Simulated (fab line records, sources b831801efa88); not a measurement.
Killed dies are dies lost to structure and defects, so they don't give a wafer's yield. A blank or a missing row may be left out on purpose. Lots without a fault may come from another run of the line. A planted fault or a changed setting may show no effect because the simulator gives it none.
Which tool did it? | flow sky130 | 11 lots, 33 wafers sampled, at 5 steps of a route of 708

WHAT THE GAUGES READ, wafer by wafer
SKY_CAP2M_RS_MEAS_03: measures by four-point-probe. Usual: CAP2M_TIN_RS 6.91 ohm/sq, standard deviation 0.079.
lot  | measured     | on            | CAP2M_TIN_RS (ohm/sq) | flag
L657 | day 39 09:55 | film_metro-03 | 6.98 6.92 6.98        |
L661 | day 41 20:04 | film_metro-02 | 6.93 6.97 6.88        |
L665 | day 42 04:20 | film_metro-01 | 6.97 6.92 6.87        |
L666 | day 42 11:53 | film_metro-02 | 7.01 6.98 7.01        |
L667 | day 43 01:17 | film_metro-01 | 6.94 6.84 6.77        |
L669 | day 43 08:01 | film_metro-03 | 7.02 7.01 6.98        |
L668 | day 43 08:41 | film_metro-03 | 6.74 6.71 6.73        |
L674 | day 44 23:47 | film_metro-03 | 6.88 6.96 6.92        |
L675 | day 45 03:20 | film_metro-03 | 6.84 6.77 6.80        |
L678 | day 45 16:59 | film_metro-01 | 6.81 6.82 6.83        |
L680 | day 46 17:02 | film_metro-02 | 6.92 6.97 6.96        |

SKY_PAD_OPEN_BOW_MEAS_13. Usual: PAD_OPEN_BOW 42 um, standard deviation 9.7.
lot  | measured     | on            | PAD_OPEN_BOW (um) | flag
L657 | day 45 12:47 | film_metro-03 | 34 37 44          |
L661 | day 47 07:15 | film_metro-03 | 41 45 55          |
L665 | day 47 14:55 | film_metro-01 | 43 35 44          |
L666 | day 47 22:50 | film_metro-01 | 34 40 47          |
L667 | day 48 08:31 | film_metro-01 | 55 53 51          |
L669 | day 48 22:25 | film_metro-02 | 41 48 44          |
L668 | day 48 23:37 | film_metro-02 | 24 33 31          |
L674 | day 50 03:44 | film_metro-03 | 27 26 22          |
L675 | day 50 05:14 | film_metro-01 | 45 53 33          |
L678 | day 50 10:53 | film_metro-03 | 51 43 44          |
L680 | day 51 07:50 | film_metro-03 | 38 40 57          |

WHICH TOOL RAN EACH LOT (tool, then ch and the chambers of the sampled wafers, then the start)
lot  | SKY_METAL5_SPUTTER_04        | SKY_PAD_OPEN_SOFTBAKE_03          | SKY_PAD_OPEN_STRIP_08
L657 | pvd_sputter-02, day 42 13:53 | litho_track-03 ch 0, day 44 23:40 | plasma_asher-04 ch 0,1, day 45 10:40
L661 | pvd_sputter-03, day 44 20:41 | litho_track-02 ch 0, day 46 20:08 | plasma_asher-03 ch 0,1, day 47 05:09
L665 | pvd_sputter-04, day 45 04:42 | litho_track-04 ch 0, day 47 01:14 | plasma_asher-02 ch 0,1, day 47 12:28
L666 | pvd_sputter-02, day 45 10:52 | litho_track-04 ch 0, day 47 11:07 | plasma_asher-02 ch 0,1, day 47 20:43
L667 | pvd_sputter-03, day 45 22:57 | litho_track-02 ch 0, day 47 21:04 | plasma_asher-03 ch 1, day 48 06:25
L669 | pvd_sputter-02, day 46 14:07 | litho_track-03 ch 0, day 48 11:23 | plasma_asher-03 ch 0, day 48 20:19
L668 | pvd_sputter-03, day 46 14:25 | litho_track-02 ch 0, day 48 11:43 | plasma_asher-03 ch 0,1, day 48 21:31
L674 | pvd_sputter-02, day 47 18:22 | litho_track-02 ch 0, day 49 16:15 | plasma_asher-04 ch 0,1, day 50 01:37
L675 | pvd_sputter-02, day 47 19:44 | litho_track-02 ch 0, day 49 18:18 | plasma_asher-02 ch 0,1, day 50 03:08
L678 | pvd_sputter-03, day 48 01:50 | litho_track-02 ch 0, day 49 23:58 | plasma_asher-02 ch 0,1, day 50 08:25
L680 | pvd_sputter-02, day 49 05:34 | litho_track-04 ch 0, day 50 22:16 | plasma_asher-04 ch 0,1, day 51 05:44
- SKY_METAL5_SPUTTER_04: material TiN, target thk 70 nm, time 58.3 s.
- SKY_PAD_OPEN_SOFTBAKE_03
- SKY_PAD_OPEN_STRIP_08: strips in O2/N2.

WHAT THE TOOLS THEMSELVES READ (means of the sampled wafers that have a number; where no wafer has one, the mark that the record gives instead)
SKY_METAL5_SPUTTER_04. Usual: cathode_dc_power_W 6499.9 W, standard deviation 1.3; chamber_pressure_pa 0.4001 Pa, standard deviation 0.00071; throttle_valve_pct 30.7 %, standard deviation 1.3.
lot  | tool           | cathode_dc_power_W (W) | chamber_pressure_pa (Pa) | throttle_valve_pct (%) | flag
L657 | pvd_sputter-02 | 6500.5                 | 0.3999                   | 30.0                   |
L661 | pvd_sputter-03 | 6500.1                 | 0.4000                   | 31.1                   |
L665 | pvd_sputter-04 | 6500.7                 | 0.4005                   | 29.9                   |
L666 | pvd_sputter-02 | 6498.2                 | 0.4005                   | 30.0                   |
L667 | pvd_sputter-03 | 6499.9                 | 0.4002                   | 32.4                   |
L669 | pvd_sputter-02 | 6499.4                 | 0.4005                   | 30.4                   |
L668 | pvd_sputter-03 | 6498.3                 | 0.3997                   | 30.7                   |
L674 | pvd_sputter-02 | 6499.5                 | 0.3999                   | 30.5                   |
L675 | pvd_sputter-02 | 6500.2                 | 0.3998                   | 30.2                   |
L678 | pvd_sputter-03 | 6500.0                 | 0.3996                   | 32.4                   |
L680 | pvd_sputter-02 | 6500.1                 | 0.4005                   | 31.1                   |

SKY_PAD_OPEN_SOFTBAKE_03. Usual: heater_power_total_W 65.32 W, standard deviation 0.14; plate_temp_C 109.99 C, standard deviation 0.13.
lot  | tool           | heater_power_total_W (W) | plate_temp_C (C) | flag
L657 | litho_track-03 | 65.23                    | 110.08           |
L661 | litho_track-02 | 65.24                    | 109.83           |
L665 | litho_track-04 | 65.26                    | 109.88           |
L666 | litho_track-04 | 65.43                    | 109.98           |
L667 | litho_track-02 | 65.24                    | 109.89           |
L669 | litho_track-03 | 65.42                    | 109.89           |
L668 | litho_track-02 | 65.22                    | 110.18           |
L674 | litho_track-02 | 69.86                    | 115.45           | OFF
L675 | litho_track-02 | 69.89                    | 115.66           | OFF
L678 | litho_track-02 | 69.73                    | 115.81           | OFF
L680 | litho_track-04 | 65.33                    | 110.09           |

SKY_PAD_OPEN_STRIP_08. Usual: drypump_motor_current_A 5.8 A, standard deviation 0.48; o2_flow_sccm 3000 sccm, standard deviation 9.2; oes_product_au 0.662 a.u., standard deviation 0.0048; strip_time_to_endpoint_s 36.66 s, standard deviation 0.1.
lot  | tool            | drypump_motor_current_A (A) | o2_flow_sccm (sccm) | oes_product_au (a.u.) | strip_time_to_endpoint_s (s) | flag
L657 | plasma_asher-04 | 5.3                         | 2994                | 0.661                 | 36.75                        |
L661 | plasma_asher-03 | 5.8                         | 2997                | 0.663                 | 36.49                        |
L665 | plasma_asher-02 | 6.2                         | 2996                | 0.661                 | 36.71                        |
L666 | plasma_asher-02 | 6.2                         | 2996                | 0.662                 | 36.67                        |
L667 | plasma_asher-03 | 6.4                         | 2999                | 0.662                 | 36.49                        |
L669 | plasma_asher-03 | 5.5                         | 2998                | 0.656                 | 36.66                        |
L668 | plasma_asher-03 | 6.1                         | 2996                | 0.661                 | 36.52                        |
L674 | plasma_asher-04 | 5.3                         | 3001                | 0.661                 | 36.32                        | OFF
L675 | plasma_asher-02 | 6.2                         | 2999                | 0.665                 | 36.20                        | OFF
L678 | plasma_asher-02 | 6.2                         | 2993                | 0.664                 | 36.27                        | OFF
L680 | plasma_asher-04 | 5.3                         | 2998                | 0.662                 | 36.70                        |

THE ANSWER, worked out from the rows above alone
Rule: a lot is off if the mean of its wafers that have a number lies more than 3 standard deviations from the usual mean. A lot without any number at a reading at which 4 lots or more have one is off too. The other lots that the step has rows for count as sound. The gauges are gone through in route order, then the tools' own readings, and for those a lot's mean is taken as printed above. The first step at which some lot is off is used, and at that step the reading that is off furthest; a lot without a number counts as furthest.
Off: L674, L675, L678, at SKY_PAD_OPEN_SOFTBAKE_03 (plate_temp_C).
A tool fits if, at that step or a process step before it, it ran every lot that is off, and no sound lot after the first of them. One fits: litho_track-02 at SKY_PAD_OPEN_SOFTBAKE_03. Its last sound lot is L668 (day 48 11:43), its first lot that is off L674 (day 49 16:15): a fault that began between those two fits.
The tool's own readings at SKY_PAD_OPEN_SOFTBAKE_03 bear it out: on the lots that are off they differ by more than 5 times the standard deviation of the sound lots' means. heater_power_total_W reads 69.83 W there against 65.30 W on the sound lots; plate_temp_C reads 115.64 C there against 109.98 C on the sound lots.

WHAT THE SIMULATOR HAD PUT IN
Process parameter drift: litho_track-02, from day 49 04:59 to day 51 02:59, at SKY_PAD_OPEN_SOFTBAKE_03. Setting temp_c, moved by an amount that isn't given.
Lots struck among those shown: L674, L675, L678. The rule above found the same.
